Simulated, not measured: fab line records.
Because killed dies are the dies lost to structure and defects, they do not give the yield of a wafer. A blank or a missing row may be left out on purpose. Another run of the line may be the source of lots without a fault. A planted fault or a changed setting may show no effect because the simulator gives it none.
Which tool is to blame? ; flow gf180mcu ; Sampling: 11 lots, 33 wafers, 5 of 602 route steps

== WHAT THE GAUGES READ, wafer by wafer ==
GF_M4_OVL_MEAS_15.
lot;measured;on;M4_OVL (nm)
L112;day 23 11:10;overlay-01;9 12 16
L114;day 24 03:16;overlay-01;14 13 13
L116;day 24 14:31;overlay-01;12 6 11
L118;day 25 07:05;overlay-02;12 7 6
L120;day 26 01:23;overlay-01;8 6 5
L127;day 28 14:09;overlay-02;17 12 8
L128;day 28 18:50;overlay-02;4 -3 5
L133;day 29 23:45;overlay-01;17 13 8
L132;day 30 00:35;overlay-02;2 4 4
L134;day 30 09:40;overlay-01;-1 4 -1
L135;day 30 16:23;overlay-02;8 8 5

GF_V5_THK_MEAS_03.
lot;measured;on;V5_CVD_02_THK (nm)
L112;day 26 09:04;film-metro-03;1442 1452 1449
L114;day 27 00:40;film-metro-03;1439 1450 1468
L116;day 27 12:02;film-metro-03;1438 1439 1463
L118;day 28 02:47;film-metro-03;1407 1463 1445
L120;day 28 21:05;film-metro-01;1457 1450 1443
L133;day 32 08:41;film-metro-03;1451 1454 1470
L132;day 32 10:05;film-metro-03;1438 1468 1462
L134;day 32 18:36;film-metro-03;1446 1445 1445
L135;day 33 00:27;film-metro-04;1437 1463 1467

== TOOL THAT RAN EACH LOT (tool first, then ch and the chambers of the sampled wafers, then the start) ==
lot;GF_M4_SPUTTER_02;GF_MIM_METAL_ETCH_19;GF_MIM_STRIP_20
L112;pvd-sputter-04, day 22 12:26;rie-metal-01 ch 1, day 25 10:16;plasma-asher-04 ch 0,1, day 25 10:22
L114;pvd-sputter-04, day 23 04:41;rie-metal-04 ch 0,1, day 26 01:38;plasma-asher-02 ch 0,1, day 26 01:42
L116;pvd-sputter-04, day 23 15:47;rie-metal-03 ch 0,1, day 26 13:07;plasma-asher-04 ch 0,1, day 26 13:11
L118;pvd-sputter-04, day 24 08:45;rie-metal-01 ch 0,1, day 27 04:59;plasma-asher-04 ch 0,1, day 27 05:03
L120;pvd-sputter-02, day 25 03:08;rie-metal-01 ch 0,1, day 27 23:29;plasma-asher-02 ch 0,1, day 27 23:33
L127;pvd-sputter-04, day 27 18:31;rie-metal-03 ch 0,1, day 30 06:47;plasma-asher-02 ch 0,1, day 30 06:51
L128;pvd-sputter-04, day 27 22:37;rie-metal-03 ch 0,1, day 30 11:33;plasma-asher-02 ch 0,1, day 30 11:38
L133;pvd-sputter-04, day 29 05:03;rie-metal-04 ch 0,1, day 31 14:17;plasma-asher-02 ch 0, day 31 14:21
L132;pvd-sputter-01, day 29 05:23;rie-metal-01 ch 0,1, day 31 15:35;plasma-asher-04 ch 1, day 31 15:39
L134;pvd-sputter-04, day 29 15:39;rie-metal-03 ch 0,1, day 32 00:11;plasma-asher-03 ch 0,1, day 32 00:16
L135;pvd-sputter-01, day 29 21:19;rie-metal-04 ch 0,1, day 32 06:41;plasma-asher-04 ch 0,1, day 32 06:45
- GF_M4_SPUTTER_02: material AlCu, target thk 450 nm, time 23.9 s.
- GF_MIM_METAL_ETCH_19: etches the open film in Cl2/BCl3, stops on Si3N4, target depth 324.5 nm, time 54.1 s.
- GF_MIM_STRIP_20: strips in O2/N2.

== AS READ BY THE TOOLS THEMSELVES (means over the sampled wafers that have a number; for cases with no such wafer, the mark the record gives instead) ==
GF_M4_SPUTTER_02.
lot;tool;throttle-valve-pct (%)
L112;pvd-sputter-04;30.5
L114;pvd-sputter-04;30.5
L116;pvd-sputter-04;29.6
L118;pvd-sputter-04;29.3
L120;pvd-sputter-02;28.7
L127;pvd-sputter-04;30.3
L128;pvd-sputter-04;29.9
L133;pvd-sputter-04;30.5
L132;pvd-sputter-01;30.6
L134;pvd-sputter-04;30.7
L135;pvd-sputter-01;30.3

GF_MIM_METAL_ETCH_19.
lot;tool;bcl3-flow-sccm (sccm);bias-w (W);drypump-motor-current-A (A);he-backside-leak-sccm (sccm);oes-product-au (a.u.);throttle-valve-pct (%)
L112;rie-metal-01;40.04;140.3;5.56;3.36;0.944;28.283
L114;rie-metal-04;40.02;140.2;5.29;3.08;0.940;28.284
L116;rie-metal-03;39.97;140.0;5.23;3.25;0.946;28.286
L118;rie-metal-01;39.88;140.2;5.71;3.42;0.949;28.279
L120;rie-metal-01;39.81;140.0;5.83;3.19;0.946;28.269
L127;rie-metal-03;-;-;-;-;-;-
L128;rie-metal-03;-;-;-;-;-;-
L133;rie-metal-04;39.96;139.9;5.36;3.10;0.949;28.282
L132;rie-metal-01;40.09;140.1;5.81;3.35;0.946;28.283
L134;rie-metal-03;40.20;140.0;5.38;3.11;0.953;28.271
L135;rie-metal-04;39.90;139.8;5.29;3.23;0.942;28.294

GF_MIM_STRIP_20.
lot;tool;drypump-motor-current-A (A);heater-power-w (W);oes-product-au (a.u.);strip-time-to-endpoint-s (s)
L112;plasma-asher-04;5.96;334;0.695;11.25
L114;plasma-asher-02;5.64;309;0.696;11.26
L116;plasma-asher-04;6.01;337;0.690;11.17
L118;plasma-asher-04;5.96;337;0.696;11.27
L120;plasma-asher-02;5.65;305;0.691;11.21
L127;plasma-asher-02;5.74;299;0.715;12.65
L128;plasma-asher-02;5.76;297;0.716;12.63
L133;plasma-asher-02;5.57;318;0.692;11.21
L132;plasma-asher-04;6.08;352;0.692;11.26
L134;plasma-asher-03;5.77;379;0.691;11.18
L135;plasma-asher-04;5.94;337;0.693;11.23

== THE ANSWER, worked out from the rows above alone ==
Rule: the lots themselves supply what counts as usual. Put in order of their means at a reading, lots are off if they are a third of the lots or fewer, leave a main group of 4 or more, and stand apart from it by a gap of 3 or more times the standard deviation of the main group's means; of several such gaps the widest counts. Not used: any main group whose means are identical at the precision the tables above print for the reading. Also off: a lot with no number at a reading for which 4 or more lots have one. All remaining lots with rows at the step are treated as sound. First the gauges in route order, then the tools' own readings, where a lot's mean is used as printed above. The first step at which some lot is off is used, and at that step the reading that is off furthest; a lot without a number counts as furthest.
Off at GF_MIM_METAL_ETCH_19 (bcl3-flow-sccm): L127, L128. Without a number there: L127, L128. Main group: mean 39.99 sccm, sd 0.11.
If a tool, at that step or one of the process steps before it, ran each lot that is off and ran no sound lot following the first of them, it fits. No candidate that was tried fits.

== WHAT HAD BEEN PUT IN BY THE SIMULATOR ==
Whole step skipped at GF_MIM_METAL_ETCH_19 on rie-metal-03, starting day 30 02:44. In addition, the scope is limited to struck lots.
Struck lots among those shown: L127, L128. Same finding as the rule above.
